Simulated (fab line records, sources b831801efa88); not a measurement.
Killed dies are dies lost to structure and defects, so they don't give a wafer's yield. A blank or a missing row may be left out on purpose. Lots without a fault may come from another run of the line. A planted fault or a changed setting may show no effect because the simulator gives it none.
fab line records | flow sky130
record lots=11 wafers=33 last_day=50
route steps=708 shown LOCAL_INTERCONNECT@399 CONTACT@429 METAL1@434
lots that met no fault: from a run of the same line without faults
start_h: hours from the record's first day to the start of the lot's first wafer shown | wait_h: hours since the lot's step before | " the same as in the row above | L1.1+2: a row that stands for several wafers | - no value, or no start given | * or withheld: withheld | < > ~ a bound
route shown NAME@n: a module of which the file shows steps, and the number in the route of the first | usual: mean/standard deviation of fault-free wafers | same: alike in all rows | chamber/n: place in a boat | sites: the reading at each site | _std_site: their standard deviation | _edge_site: outer sites' mean less inner sites' | radius_mm: how far each site lies from the wafer's centre | mask NAME#n: copy n | behind: the tool/chamber that last shaped the wafer | hold: why the lot was held/for how many hours/how that ended | device: the transistor (n, p or np) that didn't switch | end of line: the same wafers' tests at the end of the route | a step without rows: its recipe alone | killed: dies lost to structure and defects at the first sort, not the wafer's yield | map: a wafer's dies, x killed, . not, _ none there
set.NAME: the setting as run; set.NAME@STEP: as run at that earlier step | model.NAME: the simulator's own value behind a step, which no gauge read
steps of the route over a sample of lots; a table a step, a row a wafer
services: from which hour (start_h, from the record's first day; less than 0 if before it) a tool's chamber was out of use, for how many hours, and why
## steps
# step SKY_LOCAL_INTERCONNECT_OVL_MEAS_12
# usual LOCAL_INTERCONNECT_OVL=0/6
# columns lot.wafer tool chamber start_h wait_h LOCAL_INTERCONNECT_OVL[nm]
L690.1 overlay-02 - 702.97 0.1 -5
L690.5 " - " " -6
L690.6 " - " " 2
L691.2 overlay-01 - 711.26 0.1 2
L691.3 " - " " 7
L691.4 " - " " 0
L692.3 overlay-02 - 725.17 0.1 9
L692.4 " - " " 0
L692.6 " - " " 3
L695.1 overlay-01 - 741.52 0.1 -11
L695.3 " - " " -6
L695.5 " - " " -15
L693.1 overlay-01 - 743.51 0.1 -9
L693.4 " - " " -2
L693.6 " - " " -5
L697.1 overlay-02 - 765.71 0.1 -3
L697.2 " - " " 3
L697.4 " - " " 1
L698.1 overlay-02 - 768.26 0.1 -5
L698.2 " - " " 7
L698.4 " - " " 13
L700.1 overlay-01 - 783.82 0.1 5
L700.3 " - " " 13
L700.5 " - " " 5
L711.1 overlay-01 - 856.78 0.1 -1
L711.3 " - " " 4
L711.4 " - " " -3
L712.1 overlay-01 - 864.86 0.1 2
L712.3 " - " " 3
L712.5 " - " " 2
L713.1 overlay-01 - 872.53 0.1 -3
L713.2 " - " " -5
L713.6 " - " " -5
# step SKY_CONTACT_SPUTTER_23
# recipe material=TiN target_thk_nm=20 chamber_pressure_pa=5 power_w=4000 time_s=80
# usual throttle_valve_pct=29.8/1.1
# columns lot.wafer tool chamber start_h wait_h throttle_valve_pct
L690.1 pvd_sputter-01 - 733.04 0.0 30.4
L690.5 " - " " 29.3
L690.6 " - " " 28.7
L691.2 pvd_sputter-04 - 741.33 0.0 29.1
L691.3 " - " " 28.3
L691.4 " - " " 32.7
L692.3 pvd_sputter-03 - 754.67 0.0 30.5
L692.4 " - " " 30.3
L692.6 " - " " 30.0
L695.1 pvd_sputter-04 - 770.96 0.0 30.5
L695.3 " - " " 28.1
L695.5 " - " " 29.1
L693.1 pvd_sputter-04 - 772.76 0.0 28.1
L693.4 " - " " 30.2
L693.6 " - " " 29.3
L697.1 pvd_sputter-01 - 794.82 0.0 28.4
L697.2 " - " " 30.6
L697.4 " - " " 29.6
L698.1 pvd_sputter-03 - 797.15 0.0 28.6
L698.2 " - " " 30.1
L698.4 " - " " 30.0
L700.1 pvd_sputter-01 - 812.02 0.0 28.6
L700.3 " - " " 29.5
L700.5 " - " " 29.3
L711.1 pvd_sputter-04 - 884.87 0.0 30.2
L711.3 " - " " 28.7
L711.4 " - " " 27.9
L712.1 pvd_sputter-04 - 893.50 0.0 32.4
L712.3 " - " " 30.0
L712.5 " - " " 28.0
L713.1 pvd_sputter-01 - 899.74 0.0 29.1
L713.2 " - " " 28.6
L713.6 " - " " 29.0
# step SKY_CONTACT_CVD_24
# recipe material=W target_thk_nm=340 time_s=102.12 temp_c=400 pressure_torr=40
# usual heater_power_w=952/140
# columns lot.wafer tool chamber start_h wait_h heater_power_w
L690.1 cvd_w-02 1 733.10 0.0 910
L690.5 " 0 " " 906
L690.6 " 1 " " 902
L691.2 cvd_w-02 1 741.40 0.0 900
L691.3 " 0 " " 904
L691.4 " 1 " " 898
L692.3 cvd_w-01 0 754.80 0.1 1217
L692.4 " 0 " " 1201
L692.6 " 0 " " 1214
L695.1 cvd_w-02 0 771.02 0.0 905
L695.3 " 0 " " 903
L695.5 " 1 " " 876
L693.1 cvd_w-02 0 772.83 0.0 916
L693.4 " 0 " " 898
L693.6 " 0 " " 893
L697.1 cvd_w-02 1 794.88 0.0 879
L697.2 " 0 " " 895
L697.4 " 1 " " 901
L698.1 cvd_w-02 0 797.21 0.0 890
L698.2 " 1 " " 875
L698.4 " 1 " " 893
L700.1 cvd_w-02 1 812.08 0.0 882
L700.3 " 0 " " 892
L700.5 " 1 " " 876
L711.1 cvd_w-01 0 884.93 0.0 1218
L711.3 " 0 " " 1230
L711.4 " 1 " " 839
L712.1 cvd_w-02 1 893.56 0.0 889
L712.3 " 0 " " 883
L712.5 " 1 " " 886
L713.1 cvd_w-01 0 899.80 0.0 1223
L713.2 " 1 " " 838
L713.6 " 1 " " 831
# step SKY_CONTACT_RS_MEAS_25
# recipe thk_meas_gauge=four-point-probe reads=W_of_CONTACT_CVD_24+TiN_of_CONTACT_SPUTTER_23
# usual CONTACT_W_RS=0.339/0.0033
# columns lot.wafer tool chamber start_h wait_h CONTACT_W_RS[ohm/sq]
L690.1 film_metro-04 - 733.21 0.1 0.343
L690.5 " - " " 0.342
L690.6 " - " " 0.339
L691.2 film_metro-04 - 741.53 0.1 0.342
L691.3 " - " " 0.343
L691.4 " - " " 0.344
L692.3 film_metro-04 - 754.99 0.2 0.341
L692.4 " - " " 0.339
L692.6 " - " " 0.339
L695.1 film_metro-01 - 771.13 0.1 0.335
L695.3 " - " " 0.338
L695.5 " - " " 0.339
L693.1 film_metro-01 - 772.94 0.1 0.338
L693.4 " - " " 0.343
L693.6 " - " " 0.343
L697.1 film_metro-02 - 794.99 0.1 0.336
L697.2 " - " " 0.338
L697.4 " - " " 0.340
L698.1 film_metro-01 - 797.32 0.1 0.331
L698.2 " - " " 0.335
L698.4 " - " " 0.336
L700.1 film_metro-04 - 812.19 0.1 0.343
L700.3 " - " " 0.247
L700.5 " - " " 0.340
L711.1 film_metro-04 - 885.04 0.1 0.346
L711.3 " - " " 0.347
L711.4 " - " " 0.342
L712.1 film_metro-04 - 893.67 0.1 0.343
L712.3 " - " " 0.341
L712.5 " - " " 0.345
L713.1 film_metro-04 - 899.91 0.1 0.343
L713.2 " - " " 0.341
L713.6 " - " " 0.344
# step SKY_CONTACT_THK_MEAS_26
# recipe thk_meas_gauge=xrf reads=W_of_CONTACT_CVD_24
# usual CONTACT_W_THK=345/3.8
# columns lot.wafer tool chamber start_h wait_h CONTACT_W_THK[nm]
L690.1 film_metro-04 - 733.33 0.1 338
L690.5 " - " " 341
L690.6 " - " " 342
L691.2 film_metro-04 - 741.64 0.1 341
L691.3 " - " " 339
L691.4 " - " " 342
L692.3 film_metro-04 - 755.09 0.1 341
L692.4 " - " " 340
L692.6 " - " " 341
L695.1 film_metro-01 - 771.25 0.1 350
L695.3 " - " " 350
L695.5 " - " " 349
L693.1 film_metro-01 - 773.06 0.1 347
L693.4 " - " " 343
L693.6 " - " " 344
L697.1 film_metro-02 - 795.11 0.1 350
L697.2 " - " " 344
L697.4 " - " " 345
L698.1 film_metro-01 - 797.44 0.1 356
L698.2 " - " " 352
L698.4 " - " " 351
L700.1 film_metro-04 - 812.31 0.1 338
L700.3 " - " " 471
L700.5 " - " " 340
L711.1 film_metro-04 - 885.16 0.1 341
L711.3 " - " " 340
L711.4 " - " " 344
L712.1 film_metro-04 - 893.79 0.1 344
L712.3 " - " " 346
L712.5 " - " " 346
L713.1 film_metro-04 - 900.03 0.1 343
L713.2 " - " " 346
L713.6 " - " " 342
# step SKY_CONTACT_CMP_27
# recipe stop_on=SiO2 t_overpolish_s=15 down_force_psi=3.5 platen_rpm=60 target_thk_nm=0 pad_velocity_m_s=0.94248
# usual motor_current_A=10.7/0.99 retaining_ring_pressure_frac=1.000/0.0045 time_to_endpoint_s=81.5/2.8
# columns lot.wafer tool chamber start_h wait_h motor_current_A retaining_ring_pressure_frac time_to_endpoint_s
L690.1 cmp-01 1 733.49 0.1 9.8 0.999 81.9
L690.6 " 3 " " 10.2 0.997 83.3
L690.5 " 0 " " 12.2 1.005 79.4
L691.4 cmp-02 0 741.69 0.0 10.6 1.001 82.5
L691.3 " 1 " " 12.4 1.000 81.1
L691.2 " 3 " " 10.4 1.001 77.7
L692.3 cmp-01 2 755.18 0.1 9.2 1.006 84.0
L692.4 " 3 " " 10.5 1.004 82.7
L692.6 " 1 " " 10.6 0.995 87.0
L695.1 cmp-01 2 771.31 0.1 9.4 1.006 85.1
L695.3 " 1 " " 10.4 1.004 83.7
L695.5 " 2 " " 9.4 1.008 82.9
L693.1 cmp-01 2 773.12 0.1 9.5 1.003 87.7
L693.4 " 0 " " 11.5 0.996 81.4
L693.6 " 3 " " 9.9 0.997 86.4
L697.2 cmp-01 3 795.17 0.0 10.4 1.002 84.2
L697.4 " 0 " " 12.0 0.994 81.0
L697.1 " 1 " " 10.0 0.997 80.9
L698.1 cmp-02 2 797.50 0.1 10.7 0.997 79.9
L698.4 " 3 " " 10.3 1.006 79.2
L698.2 " 0 " " 10.4 1.005 78.8
L700.1 cmp-02 1 812.47 0.1 12.8 0.999 77.1
L700.3 " 2 " " 10.3 1.005 112.3
L700.5 " 3 " " 10.3 0.997 79.6
L711.4 cmp-01 3 885.31 0.1 10.2 0.992 85.5
L711.3 " 0 " " 11.9 0.997 82.1
L711.1 " 1 " " 10.8 1.004 83.2
L712.3 cmp-01 2 893.95 0.1 9.7 1.005 85.1
L712.1 " 3 " " 10.5 1.010 85.8
L712.5 " 0 " " 12.1 0.993 83.2
L713.2 cmp-02 0 900.09 0.0 10.9 1.005 83.5
L713.1 " 3 " " 10.2 1.002 83.3
L713.6 " 1 " " 13.3 1.003 84.2
# step SKY_METAL1_SPUTTER_00
# recipe material=Ti target_thk_nm=15 power_w=3000 time_s=10 chamber_pressure_pa=0.4
# usual throttle_valve_pct=30.0/1.2
# columns lot.wafer tool chamber start_h wait_h throttle_valve_pct
L690.1 pvd_sputter-04 - 733.69 0.1 27.9
L690.5 " - " " 32.6
L690.6 " - " " 30.2
L691.2 pvd_sputter-03 - 741.99 0.1 28.5
L691.3 " - " " 30.2
L691.4 " - " " 30.2
L692.3 pvd_sputter-04 - 755.43 0.2 28.0
L692.4 " - " " 32.4
L692.6 " - " " 28.2
L695.1 pvd_sputter-02 - 771.61 0.2 29.4
L695.3 " - " " 30.7
L695.5 " - " " 30.2
L693.1 pvd_sputter-03 - 773.42 0.2 30.3
L693.4 " - " " 30.1
L693.6 " - " " 29.9
L697.1 pvd_sputter-03 - 795.47 0.1 30.0
L697.2 " - " " 30.1
L697.4 " - " " 28.8
L698.1 pvd_sputter-03 - 797.80 0.2 30.2
L698.2 " - " " 30.2
L698.4 " - " " 30.2
L700.1 pvd_sputter-02 - 812.67 0.1 30.7
L700.3 " - " " 31.2
L700.5 " - " " 30.7
L711.1 pvd_sputter-04 - 885.61 0.1 30.1
L711.3 " - " " 28.2
L711.4 " - " " 29.1
L712.1 pvd_sputter-03 - 894.15 0.1 30.2
L712.3 " - " " 30.2
L712.5 " - " " 30.3
L713.1 pvd_sputter-02 - 900.39 0.1 30.8
L713.2 " - " " 31.1
L713.6 " - " " 31.0
## services
# columns tool chamber start_h hours kind
cvd_w-02 0 709.28 3.3 repair
pvd_sputter-03 - 714.53 1.8 repair
cvd_w-01 0 716.35 13.1 repair
cmp-01 - 716.83 8.9 pm
pvd_sputter-04 2 717.42 - consumable_replace:kit
pvd_sputter-04 2 717.42 18.0 scheduled_down
cvd_w-02 - 717.43 4.3 pm
pvd_sputter-02 - 726.68 1.0 repair
cmp-02 - 744.24 4.0 pm
cvd_w-01 - 744.34 0.8 repair
cvd_w-01 1 744.66 11.5 repair
cvd_w-02 0 755.18 2.6 repair
pvd_sputter-03 - 763.75 4.4 repair
cvd_w-02 0 775.30 2.6 repair
cvd_w-01 - 810.97 1.3 repair
pvd_sputter-02 - 825.14 1.9 repair
pvd_sputter-03 - 825.22 0.8 repair
cvd_w-01 - 827.34 2.8 pm
cmp-02 - 831.55 1.7 repair
cmp-02 - 847.95 4.2 pm
cmp-01 - 850.42 2.6 repair
pvd_sputter-02 - 858.25 2.8 repair
pvd_sputter-02 - 872.79 3.7 repair
cvd_w-02 - 879.38 1.3 repair
## key
first_sign step=SKY_CONTACT_RS_MEAS_25 reading=CONTACT_W_RS direction=down sigmas=28 usual=0.339 struck=0.247
effect step=SKY_CONTACT_THK_MEAS_26 reading=CONTACT_W_THK direction=up sigmas=33 usual=345 struck=471
effect step=SKY_CONTACT_CMP_27 reading=time_to_endpoint_s direction=up sigmas=11 usual=* struck=*
met_at SKY_CONTACT_CVD_24
struck_lots L700
struck_wafers L700.3
tester_left_out L700
not_acting_at SKY_LOCAL_INTERCONNECT_OVL_MEAS_12,SKY_CONTACT_SPUTTER_23,SKY_METAL1_SPUTTER_00
onset_between 797.21 812.08
fault kind=process_parameter_drift tool=cvd_w-02 chamber=- onset_h=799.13 steps=SKY_CONTACT_CVD_24 channel=target_thk_nm offset=126.73 shape=step end_h=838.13 scope=struck_wafers_only acts_in=these_recipes_only stated=340
# tester_left_out: of these lots the tester's yield and bins aren't shown, on N5 and GAA mostly nor the transistor test; their killed dies are dies lost to structure and defects alone, not to doping, threshold or leakage, so they don't give the yield
